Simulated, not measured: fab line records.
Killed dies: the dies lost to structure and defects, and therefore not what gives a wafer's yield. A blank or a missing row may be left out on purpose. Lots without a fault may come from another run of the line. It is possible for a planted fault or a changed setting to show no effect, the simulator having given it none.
Which tool was responsible?	flow sky130	13 lots, 39 wafers sampled, at 5 steps of a route of 708

== WHAT THE GAUGES SHOWED, per wafer ==
SKY_VIA3_THK_MEAS_01. Usual: VIA3_HDPCVD_THK typically reads 1638 nm, with standard deviation 17.
lot	measured	on	VIA3_HDPCVD_THK (nm)	flag
L236	day 39 02:50	film metro-01	1639 1646 1628	
L240	day 40 04:10	film metro-03	1633 1626 1637	
L241	day 40 12:29	film metro-03	1626 1628 1614	
L242	day 40 15:24	film metro-04	1658 1653 1684	
L243	day 40 18:52	film metro-01	1655 1639 1655	
L244	day 41 06:26	film metro-01	1667 1642 1650	
L245	day 41 09:52	film metro-04	1643 1637 1632	
L246	day 41 15:14	film metro-04	1631 1633 1629	
L247	day 41 18:29	film metro-04	1654 1649 1614	
L250	day 43 00:10	film metro-03	1615 1005 1629	OFF
L255	day 44 03:05	film metro-04	1657 1618 1635	
L256	day 44 11:58	film metro-01	1637 1616 1646	
L258	day 44 18:23	film metro-01	1657 1657 1670	

== WHAT TOOL EACH LOT RAN ON (gives the tool, then ch and the chambers of the sampled wafers, and finally the start) ==
lot	SKY_VIA2_STRIP_16	SKY_METAL3_SPUTTER_00	SKY_METAL3_SPUTTER_02	SKY_VIA3_HDPCVD_00
L236	plasma asher-01 ch 0,1, day 36 21:58	pvd sputter-04, day 36 23:14	pvd sputter-04, day 36 23:17	hdpcvd-01 ch 0,1, day 39 02:39
L240	plasma asher-04 ch 0,1, day 38 00:13	pvd sputter-03, day 38 01:29	pvd sputter-03, day 38 01:32	hdpcvd-02 ch 0,1, day 40 03:59
L241	plasma asher-01 ch 0,1, day 38 08:41	pvd sputter-04, day 38 09:56	pvd sputter-04, day 38 09:59	hdpcvd-02 ch 0,2, day 40 12:18
L242	plasma asher-01 ch 0,1, day 38 10:35	pvd sputter-03, day 38 12:02	pvd sputter-03, day 38 12:05	hdpcvd-01 ch 1,2, day 40 15:14
L243	plasma asher-02 ch 0,1, day 38 15:17	pvd sputter-03, day 38 16:34	pvd sputter-03, day 38 16:37	hdpcvd-01 ch 0,1, day 40 18:41
L244	plasma asher-01 ch 0,1, day 39 03:41	pvd sputter-03, day 39 04:57	pvd sputter-03, day 39 05:00	hdpcvd-02 ch 1,2, day 41 06:11
L245	plasma asher-01 ch 0,1, day 39 05:20	pvd sputter-04, day 39 06:38	pvd sputter-04, day 39 06:41	hdpcvd-01 ch 0,1, day 41 09:41
L246	plasma asher-02 ch 0,1, day 39 09:55	pvd sputter-03, day 39 11:09	pvd sputter-03, day 39 11:12	hdpcvd-02 ch 0,1,2, day 41 15:07
L247	plasma asher-02 ch 0,1, day 39 14:06	pvd sputter-03, day 39 15:20	pvd sputter-03, day 39 15:22	hdpcvd-01 ch 0,2, day 41 18:18
L250	plasma asher-02 ch 0,1, day 40 20:16	pvd sputter-04, day 40 21:56	pvd sputter-04, day 40 21:59	hdpcvd-02 ch 0,1,2, day 42 23:59
L255	plasma asher-02 ch 0,1, day 42 01:41	pvd sputter-03, day 42 02:57	pvd sputter-03, day 42 03:00	hdpcvd-01 ch 0,2, day 44 02:55
L256	plasma asher-04 ch 0,1, day 42 10:34	pvd sputter-04, day 42 11:49	pvd sputter-04, day 42 11:52	hdpcvd-01 ch 1,2, day 44 11:48
L258	plasma asher-04 ch 1, day 42 16:22	pvd sputter-03, day 42 17:42	pvd sputter-03, day 42 17:45	hdpcvd-01 ch 0,1, day 44 18:13
- SKY_VIA2_STRIP_16: strips in O2/N2.
- SKY_METAL3_SPUTTER_00: material Ti, target thk 15 nm, time 10 s.
- SKY_METAL3_SPUTTER_02: material AlCu, target thk 735 nm, time 39.1 s.
- SKY_VIA3_HDPCVD_00: deposits SiO2, target thk 1635 nm, time 272.5 s.

== WHAT THE TOOLS THEMSELVES READ (means of the sampled wafers that have a number; where no wafer has one, the mark that the record gives instead) ==
SKY_VIA2_STRIP_16. Usual: drypump motor current A 5.8 A, standard deviation 0.43; n2 flow sccm 300.1 sccm, standard deviation 0.87; oes product au 0.399 a.u., standard deviation 0.0047; strip time to endpoint s 4.056 s, standard deviation 0.026.
lot	tool	drypump motor current A (A)	n2 flow sccm (sccm)	oes product au (a.u.)	strip time to endpoint s (s)	flag
L236	plasma asher-01	5.8	299.9	0.396	4.047	
L240	plasma asher-04	5.7	300.5	0.395	4.018	
L241	plasma asher-01	6.0	300.2	0.404	4.070	
L242	plasma asher-01	6.0	299.0	0.398	4.064	
L243	plasma asher-02	6.0	300.0	0.401	4.083	
L244	plasma asher-01	6.0	300.7	0.406	4.073	
L245	plasma asher-01	5.8	299.7	0.403	4.062	
L246	plasma asher-02	6.0	300.7	0.396	4.066	
L247	plasma asher-02	5.9	299.9	0.400	4.035	
L250	plasma asher-02	5.9	299.8	0.398	4.044	
L255	plasma asher-02	5.9	299.7	0.397	4.041	
L256	plasma asher-04	5.8	301.3	0.396	4.064	
L258	plasma asher-04	4.8	300.2	0.398	4.097	

SKY_METAL3_SPUTTER_00. Usual: throttle valve pct at 30.2 %, with a standard deviation of 0.99.
lot	tool	throttle valve pct (%)	flag
L236	pvd sputter-04	30.9	
L240	pvd sputter-03	30.4	
L241	pvd sputter-04	30.0	
L242	pvd sputter-03	30.1	
L243	pvd sputter-03	30.6	
L244	pvd sputter-03	30.0	
L245	pvd sputter-04	30.6	
L246	pvd sputter-03	30.5	
L247	pvd sputter-03	30.5	
L250	pvd sputter-04	31.2	
L255	pvd sputter-03	30.4	
L256	pvd sputter-04	29.9	
L258	pvd sputter-03	29.4	

SKY_METAL3_SPUTTER_02. Usual: throttle valve pct at 30.2 %, with a standard deviation of 0.97.
lot	tool	throttle valve pct (%)	flag
L236	pvd sputter-04	30.9	
L240	pvd sputter-03	30.4	
L241	pvd sputter-04	30.1	
L242	pvd sputter-03	30.2	
L243	pvd sputter-03	30.6	
L244	pvd sputter-03	29.9	
L245	pvd sputter-04	30.7	
L246	pvd sputter-03	30.4	
L247	pvd sputter-03	30.6	
L250	pvd sputter-04	31.0	
L255	pvd sputter-03	30.4	
L256	pvd sputter-04	30.0	
L258	pvd sputter-03	29.4	

== THE ANSWER, worked out from the rows above alone ==
Rule: a lot counts as off when the mean over its wafers that have a number is more than 3 standard deviations away from the usual mean. Also off: a lot with no number at a reading for which 4 or more lots have one. All remaining lots with rows at the step are treated as sound. The gauges are gone through in route order, then the tools' own readings, and for those a lot's mean is taken as printed above. The first step at which some lot is off is used, and at that step the reading that is off furthest; a lot without a number counts as furthest.
Off: L250, seen at SKY_VIA3_THK_MEAS_01 (VIA3_HDPCVD_THK).
A tool fits if, at a process step before that reading, it ran every lot that is off, and no sound lot after the first of them. Gauges at SKY_VIA3_THK_MEAS_01: tried the same way as those tools. This does not decide it: 2 tools fit, namely hdpcvd-02 at SKY_VIA3_HDPCVD_00 and film metro-03 at SKY_VIA3_THK_MEAS_01.

== WHAT WAS PUT IN BY THE SIMULATOR ==
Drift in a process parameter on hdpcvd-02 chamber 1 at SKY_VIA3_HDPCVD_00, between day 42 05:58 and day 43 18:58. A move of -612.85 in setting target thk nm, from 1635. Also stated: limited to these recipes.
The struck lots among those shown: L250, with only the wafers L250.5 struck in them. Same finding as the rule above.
